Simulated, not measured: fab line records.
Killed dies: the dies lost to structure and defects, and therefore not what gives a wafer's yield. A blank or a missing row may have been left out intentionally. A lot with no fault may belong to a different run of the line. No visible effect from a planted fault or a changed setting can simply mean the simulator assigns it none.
A lot that was struck, set against a sound lot ; flow sky130 ; 29 out of 708 route steps
Sound: the wafers L535.1, L535.3, L535.4. Wafers L534.1, L534.3, L534.6 were the ones struck. At the end, the cause is stated.
For every step that has rows: the tool of each side, followed by ch and its chambers, followed by its first start. Under that, the readings that differ: sound wafers ; struck wafers ; difference of the means ; sigmas: that difference in standard deviations of wafers without a fault.
alike: a reading whose means differ by less than 2 such deviations, as well as words and numbers matching on both sides. not compared: withheld readings; readings where some wafer has no value; bounds like >300 that might hide an equal value; numbers whose values overlap and for which the record gives no deviation.
A row with sigmas, a row that says differs or no value, or rows on one side alone: a step with any of these is where the two part. Non-overlapping numbers with no deviation appear without sigmas and do not part them. A reading missing from all wafers of one side parts the sides only when that side holds two or more wafers.

SKY_PWDE_STRIP_09: strips in O2/N2.
  sound on plasma-asher-03 ch 0,1, day 7 10:23; struck on plasma-asher-04 ch 0,1, day 7 01:42
  alike: chamber-pressure-mTorr, drypump-motor-current-A, oes-product-au, strip-time-to-endpoint-s
  not compared: rf-hours-counter-h
SKY_PWDE_TW_MEAS_10:
  sound on film-metro-02 at day 7 10:29; struck on film-metro-04 at day 7 01:48
  alike: PWDE_TW
then, 7 steps without rows for these wafers: SKY_NWELL_DEHYDRATE_03 (time 60 s); SKY_NWELL_HMDS_04 (prime time 60 s); SKY_NWELL_COAT_05 (resist thk 3000 nm); SKY_NWELL_SOFTBAKE_06; SKY_NWELL_EXPOSE_07 (exposes mask NWM, target cd 840 nm); SKY_NWELL_PEB_08; SKY_NWELL_DEVELOP_09 (develop time 60 s).
SKY_NWELL_OVL_MEAS_10:
  sound on overlay-02 at day 8 06:13; struck on overlay-01 at day 7 20:34
  alike: NWELL_00_OVL
then, 2 steps without rows for these wafers: SKY_NWELL_IMPLANT_11; SKY_NWELL_IMPLANT_12.
SKY_NWELL_IMPLANT_13:
  sound on implanter-02 ch 0, day 8 06:32; struck on implanter-01, day 7 20:54
  no value came back on the struck wafers for beam-energy-keV, beam-on-s (s), dose-ions-cm2; on the sound wafers beam-energy-keV reads 50.002 50.006 50.015
SKY_NWELL_STRIP_14: strips in O2/N2.
  sound on plasma-asher-04 ch 0,1, day 8 06:41; struck on plasma-asher-03 ch 1, day 7 21:03
  alike: chamber-pressure-mTorr, drypump-motor-current-A, oes-product-au, strip-time-to-endpoint-s
  not compared: rf-hours-counter-h
SKY_NWELL_TW_MEAS_15:
  sound on film-metro-04 at day 8 06:47; struck on film-metro-02 at day 7 21:09
  alike: NWELL_TW
then, 7 steps without rows for these wafers: SKY_NWELL_DEHYDRATE_16 (time 60 s); SKY_NWELL_HMDS_17 (prime time 60 s); SKY_NWELL_COAT_18 (resist thk 3000 nm); SKY_NWELL_SOFTBAKE_19; SKY_NWELL_EXPOSE_20 (exposes mask NWM COMPLEMENT, target cd 840 nm); SKY_NWELL_PEB_21; SKY_NWELL_DEVELOP_22 (develop time 60 s).
SKY_NWELL_OVL_MEAS_23:
  sound on overlay-02 at day 9 03:22; struck on overlay-01 at day 8 17:46
  alike: NWELL_01_OVL
following that, these wafers have no rows for 1 step: SKY_NWELL_IMPLANT_24.
SKY_NWELL_STRIP_25: strips in O2/N2.
  sound on plasma-asher-03 ch 0,1, day 9 03:32; struck on plasma-asher-02 ch 0,1, day 8 17:56
  alike: chamber-pressure-mTorr, drypump-motor-current-A, oes-product-au, strip-time-to-endpoint-s
  not compared: rf-hours-counter-h
SKY_NWELL_TW_MEAS_26:
  sound on film-metro-01 at day 9 03:38; struck on film-metro-04 at day 8 18:02
  alike: NWELL_2_TW
then, 1 step without rows for these wafers: SKY_NWELL_CLEAN_27 (cleans in SC1/SC2, time 150 s).
SKY_NWELL_RTA_28: time 30 s.
  sound on rtp-anneal-01 ch 0, day 9 03:45; struck on rtp-anneal-02 ch 0, day 8 18:09
  alike: lamp-power-pct, wafer_temp_C_max
SKY_NWELL_RS_MEAS_29: measurement is done with a four-point probe.
  sound on film-metro-04 at day 9 03:51; struck on film-metro-02 at day 8 18:15
reading;sound;struck;difference;sigmas
NWELL_RS (ohm/sq);626.0 626.8 625.6;651.3 652.8 652.7;+26.1;+16

WHERE THEY PART
Last at SKY_NWELL_RS_MEAS_29 as far as this record goes, first at SKY_NWELL_IMPLANT_13.

WHY: what had been put in by the simulator
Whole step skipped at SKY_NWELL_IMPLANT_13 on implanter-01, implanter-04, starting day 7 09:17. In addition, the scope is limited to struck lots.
